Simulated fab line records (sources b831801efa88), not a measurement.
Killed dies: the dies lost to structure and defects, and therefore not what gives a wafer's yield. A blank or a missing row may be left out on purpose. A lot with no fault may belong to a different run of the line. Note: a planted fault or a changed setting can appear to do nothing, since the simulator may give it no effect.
Matching of chambers ; flow sky130 ; SKY_FIELD_ISO_CMP_27 on cmp-02: 4 sister chambers
The step polishes, stops on Si3N4, t overpolish 16 s, target thk 457.8 nm. 4 wafers are shown with their chamber, then 6 later ones without.

WAFERS PAIRED WITH THEIR CHAMBERS
wafer;chamber;motor-current-A (A)
L903.4;3;12.1
L903.5;1;13.3
L907.1;0;9.7
L907.2;2;11.3

WAFERS WITHOUT THEIR CHAMBER
wafer;motor-current-A (A)
L907.3;12.0
L909.2;12.0
L909.4;9.1
L909.5;11.4
L912.5;10.8
L914.6;13.2

EACH ONE'S CHAMBER
wafer;from the rows above;in truth
L907.3;can't be placed: 3 or 2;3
L909.2;can't be placed: 3 or 2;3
L909.4;0;0
L909.5;can't be placed: 2 or 3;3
L912.5;can't be placed: 2 or 0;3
L914.6;1;1
Placed correctly: 2 of 6. Can't be placed from these rows: 4 (the true chamber is among the candidates in 3). Number placed wrongly: 0.
How it was worked out, from the rows above alone: a wafer's distance from a chamber is the root of the sum, over the readings, of the square of ((its reading less the chamber's mean) divided by the reading's scatter). If the next closest chamber is less than 2 further off than the closest, the wafer can't be placed; otherwise it belongs to the closest. For every chamber, the mean is computed from those of its wafers that are shown. The scatter: with one shown wafer a chamber, the root of the mean of the squares of how far each hidden wafer lies from its nearest shown one.
